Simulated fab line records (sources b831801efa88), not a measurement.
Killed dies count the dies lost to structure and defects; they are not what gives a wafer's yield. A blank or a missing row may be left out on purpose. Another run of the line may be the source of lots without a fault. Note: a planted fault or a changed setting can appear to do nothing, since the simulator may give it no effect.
Which tool did it? ; flow sfq_line ; 14 lots, 42 wafers sampled, at 1 step of a route of 325

== WHAT THE GAUGES READ, wafer by wafer ==
No reading from a measuring or inspecting step in the record can be judged against a usual standard deviation.

== WHICH TOOL RAN EACH LOT (tool, then ch and the chambers of the sampled wafers, then the start) ==
lot;SFQ_TRILAYER_M2_BARC_OPEN_METAL_ETCH_077
L614;rie_metal-01 ch 0,1, day 31 04:46
L615;rie_metal-03 ch 0,1, day 31 14:22
L616;rie_metal-01 ch 0,1, day 31 15:34
L617;rie_metal-01 ch 0,1, day 32 09:05
L618;rie_metal-03 ch 0,1, day 32 18:41
L619;rie_metal-03 ch 0,1, day 33 05:37
L620;rie_metal-03 ch 0,1, day 33 09:13
L621;rie_metal-03 ch 0,1, day 34 00:49
L625;rie_metal-01 ch 0, day 34 22:25
L630;rie_metal-03 ch 0,1, day 36 17:26
L631;rie_metal-03 ch 0,1, day 36 19:50
L632;rie_metal-01 ch 0,1, day 37 09:59
L633;rie_metal-01 ch 0,1, day 37 19:35
L637;rie_metal-02 ch 0,1, day 39 09:59
- SFQ_TRILAYER_M2_BARC_OPEN_METAL_ETCH_077: etches BARC in O2, target depth 125 nm, time 41.7 s.

== WHAT THE TOOLS THEMSELVES READ (means of the sampled wafers that have a number; where no wafer has one, the mark that the record gives instead) ==
SFQ_TRILAYER_M2_BARC_OPEN_METAL_ETCH_077. Usual: bias_w 80.01 W, standard deviation 0.23; drypump_motor_current_A 6.01 A, standard deviation 0.16; oes_product_au 0.685 a.u., standard deviation 0.0044; rf_fwd_power_W 593 W, standard deviation 3.
lot;tool;bias_w (W);drypump_motor_current_A (A);oes_product_au (a.u.);rf_fwd_power_W (W);flag
L614;rie_metal-01;80.09;6.22;0.683;595;
L615;rie_metal-03;80.16;5.95;0.680;596;
L616;rie_metal-01;80.13;6.22;0.682;591;
L617;rie_metal-01;79.67;6.22;0.681;592;
L618;rie_metal-03;79.82;5.95;0.684;593;
L619;rie_metal-03;80.06;5.95;0.680;594;
L620;rie_metal-03;80.33;5.96;0.682;593;
L621;rie_metal-03;79.88;5.92;0.682;593;
L625;rie_metal-01;79.74;6.10;0.688;591;
L630;rie_metal-03;79.90;5.94;0.687;529;OFF
L631;rie_metal-03;79.95;5.95;0.686;527;OFF
L632;rie_metal-01;79.87;6.16;0.683;591;
L633;rie_metal-01;80.08;6.25;0.685;590;
L637;rie_metal-02;80.03;5.67;0.686;592;

== THE ANSWER, worked out from the rows above alone ==
Rule: take the mean of a lot's wafers that have a number; if it is more than 3 standard deviations from the usual mean, the lot is off. A lot without any number at a reading at which 4 lots or more have one is off too. Any other lot the step has rows for is counted as sound. After the gauges, taken in route order, come the tools' own readings; for these a lot's mean is taken, as printed above. The first step at which some lot is off is used, and at that step the reading that is off furthest; a lot without a number counts as furthest.
Off at SFQ_TRILAYER_M2_BARC_OPEN_METAL_ETCH_077 (rf_fwd_power_W): L630, L631.
A tool fits if, at that step or a process step before it, it ran every lot that is off, and no sound lot after the first of them. One fits: rie_metal-03 at SFQ_TRILAYER_M2_BARC_OPEN_METAL_ETCH_077. A fault onset in the window from L621 (day 34 00:49, its last sound lot) to L630 (day 36 17:26, its first lot off) fits.
The tool's own readings at SFQ_TRILAYER_M2_BARC_OPEN_METAL_ETCH_077 bear it out: on the lots that are off they differ by more than 5 times the standard deviation of the sound lots' means. rf_fwd_power_W reads 528 W there against 593 W on the sound lots.

== WHAT HAD BEEN PUT IN BY THE SIMULATOR ==
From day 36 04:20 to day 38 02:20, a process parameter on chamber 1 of rie_metal-03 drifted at SFQ_TRILAYER_M2_BARC_OPEN_METAL_ETCH_077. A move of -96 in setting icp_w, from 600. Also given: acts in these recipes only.
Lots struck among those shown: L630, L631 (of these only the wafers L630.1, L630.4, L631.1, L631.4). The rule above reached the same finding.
